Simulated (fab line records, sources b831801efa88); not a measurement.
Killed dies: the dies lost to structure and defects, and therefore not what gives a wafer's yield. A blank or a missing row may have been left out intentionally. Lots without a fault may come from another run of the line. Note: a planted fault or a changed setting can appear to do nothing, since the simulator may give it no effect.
Comparing a struck lot with a sound one | flow sky130 | 15 out of 708 route steps
Sound: these wafers, L162.1, L162.2, L162.4. Struck: wafer L176.3. (L176.2, L176.6 of the same lot were not struck and are left out.) The cause comes at the end.
At each step with rows: each side's tool, then ch and its chambers, then its first start. Under that, the readings that differ: sound wafers | struck wafers | difference of the means | sigmas: that difference in standard deviations of wafers without a fault.
alike: readings with means less than 2 such deviations apart, plus words and numbers identical on both sides. not compared: withheld readings, readings lacking a value on some wafer, bounds such as >300 that could conceal the same value, and numbers that have no deviation in the record and whose values overlap.
The two part at a step that has a row with sigmas, a row that says differs or no value, or rows on one side only. Numbers that don't overlap but have no deviation are shown without sigmas and don't part them. A reading that every wafer of one side lacks parts them only if that side has two wafers or more.

SKY_CONTACT_CMP_04: polishes SiO2.
  sound on cmp-01 ch 0,2,3, day 31 00:38; struck on cmp-01 ch 1, day 35 14:14
  alike: edge zone pressure frac, motor current A, slurry filter dp kPa, time to endpoint s
SKY_CONTACT_BOW_MEAS_05:
  sound: film metro-01 at day 31 00:56; struck: film metro-03 at day 35 14:31
  alike: CONTACT_BOW
then, 8 steps without rows for these wafers: SKY_CONTACT_DEHYDRATE_06 (time 60 s); SKY_CONTACT_HMDS_07 (prime time 60 s); SKY_CONTACT_COAT_08 (resist thk 60 nm); SKY_CONTACT_COAT_09 (resist thk 450 nm); SKY_CONTACT_SOFTBAKE_10 (time 90 s); SKY_CONTACT_EXPOSE_11 (exposes mask CTM1, target cd 170 nm); SKY_CONTACT_PEB_12; SKY_CONTACT_DEVELOP_13 (develop time 60 s).
SKY_CONTACT_CD_MEAS_14 targets a cd of 170 nm.
  sound: cd sem-01 at day 32 04:06; struck: cd sem-02 at day 36 16:10
  reading    | sound             | struck | difference | sigmas
  cd nm (nm) | 168.3 168.1 169.8 | 174.2  | +5.5       | +4
SKY_CONTACT_OVL_MEAS_15:
  sound: overlay-02 at day 32 04:13; struck: overlay-01 at day 36 16:16
  alike: CONTACT_OVL
SKY_CONTACT_ETCH_16: etches BARC in N2/H2, stops on SiO2, time 45.9 s, target depth 60 nm.
  sound on rie diel-04 ch 0,1,2, day 32 04:15; struck on rie diel-02 ch 3, day 36 16:18
  alike: drypump motor current A, oes product au, throttle valve pct
  not compared: rf hours counter h, model.KrF-thick_of_CONTACT_COAT_09.thk nm
SKY_CONTACT_ETCH_17: etches SiO2 in C4F8/O2/Ar, stops on Si3N4, target depth 340 nm.
  sound on rie diel-04 ch 0,1,2, day 32 04:17; struck on rie diel-02 ch 3, day 36 16:20
  alike: oes product au
-- the record jumps here: 13 days lie between the struck wafers' starts before and after (it left off in module CONTACT and takes up again in module PAD_OPEN, whose first step shown is number 708 of the route) --
SKY_PAD_OPEN_PROBE_99:
  sound: prober-02 at day 46 05:43; struck: prober-02 at day 49 14:05
  alike: killed_at_M0_to_M3, killed_at_M4_up, killed at contacts, killed at front end, killed at other, killed dies, killed open, killed short

WHERE THEY PART
SKY_CONTACT_CD_MEAS_14 only, going by this record. Later steps at which nothing parts them and some readings are alike: SKY_CONTACT_OVL_MEAS_15, SKY_CONTACT_ETCH_16, SKY_CONTACT_ETCH_17, SKY_PAD_OPEN_PROBE_99.

WHY: what had been put in by the simulator
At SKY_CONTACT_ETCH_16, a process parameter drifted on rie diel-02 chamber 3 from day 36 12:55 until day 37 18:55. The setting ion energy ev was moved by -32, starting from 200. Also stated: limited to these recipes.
